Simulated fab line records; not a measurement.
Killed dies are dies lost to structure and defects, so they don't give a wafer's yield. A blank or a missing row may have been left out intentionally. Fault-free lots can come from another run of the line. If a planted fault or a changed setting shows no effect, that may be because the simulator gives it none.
The same fault as seen by 2 desks -- flow sky130 -- every desk sees just its own numbers, and what lay behind them comes last

== METROLOGY DESK ==
Means of the sampled wafers that have a number, per lot and without regard to the tool the lot ran on: this is what the gauges read. Marked OUT: a lot whose mean sits more than 4 standard deviations from the usual mean, which makes it out of limits; the brackets give that distance.
Columns: A = RES_XHIGH_TW at SKY_RES_XHIGH_TW_MEAS_09, usual 1650; B = cd-nm at SKY_SD_N_CD_MEAS_07, usual 380.5 nm; C = LI_CONTACT_BOW at SKY_LI_CONTACT_BOW_MEAS_03, usual 57 um
lot,first seen here,A,B,C
L577,day 26 11:09,1636,377.8,57
L579,day 27 05:58,1667,378.4,47
L580,day 27 09:30,1656,381.7,58
L581,day 27 17:48,1660,381.8,55
L583,day 28 14:22,1649,384.4,57
L587,day 30 20:43,1641,376.5,56
L592,day 32 03:01,1646,381.4,49
L595,day 32 12:20,1650,382.6,55
L594,day 32 16:04,1648,381.6,62
L599,day 34 01:25,1647,383.8,60
L600,day 34 04:07,1643,379.4,54
This desk's finding: nothing out of limits on any of the 11 lots.

== AT THE TOOL OWNER'S DESK: rie-diel-03 ==
The tool's own readings at SKY_LI_CONTACT_ETCH_14 (etches BARC in N2/H2, stops on SiO2, time 45.9 s, target depth 60 nm): means of the sampled wafers that have a number, for each lot that ran on this tool. Marked OUT: a lot whose mean sits more than 4 standard deviations from the usual mean, which makes it out of limits; the brackets give that distance.
Columns: A = drypump-motor-current-A at SKY_LI_CONTACT_ETCH_14, usual 5.8 A; B = n2-flow-sccm at SKY_LI_CONTACT_ETCH_14, usual 100.04 sccm; C = oes-product-au at SKY_LI_CONTACT_ETCH_14, usual 0.854 a.u.; D = run-length-s at SKY_LI_CONTACT_ETCH_14, usual 74.0 s; E = throttle-valve-pct at SKY_LI_CONTACT_ETCH_14, usual 13.225 %
lot,first seen here,A,B,C,D,E
L577,day 28 21:33,5.8,100.21,0.858,74.4,13.229
L581,day 30 03:55,5.7,99.96,0.857,74.0,13.215
L583,day 31 00:04,5.7,100.08,0.854,74.3,13.221
L587,day 33 05:13,5.6,100.28,0.857,74.1,13.229
L592,day 34 11:10,5.8,99.82,0.952 (+22) OUT,47.5 (-58) OUT,13.229
L594,day 34 21:14,5.8,100.17,0.902 (+11) OUT,61.1 (-28) OUT,13.227
This desk's verdict: out of limits on L592, L594, starting with L592 at day 34 11:10 (oes-product-au at SKY_LI_CONTACT_ETCH_14). L577, L581, L583, L587: within limits.

== BROUGHT TOGETHER ==
An alarm could have come from the tool owner's desk at day 34 11:10, on L592, L594.
Nothing out of limits was seen by the metrology desk.
The metrology desk holds a record of L592, L594, inside its limits.
On rie-diel-03, each named lot ran SKY_LI_CONTACT_ETCH_14.

== WHAT HAD BEEN PUT IN BY THE SIMULATOR ==
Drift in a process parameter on rie-diel-03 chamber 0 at SKY_LI_CONTACT_ETCH_14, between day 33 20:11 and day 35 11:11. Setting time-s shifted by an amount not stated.
Lots struck among those shown: L592, L594.
Delay in hours, fault start to first out-of-limits reading, by desk: the tool owner's desk at 15.
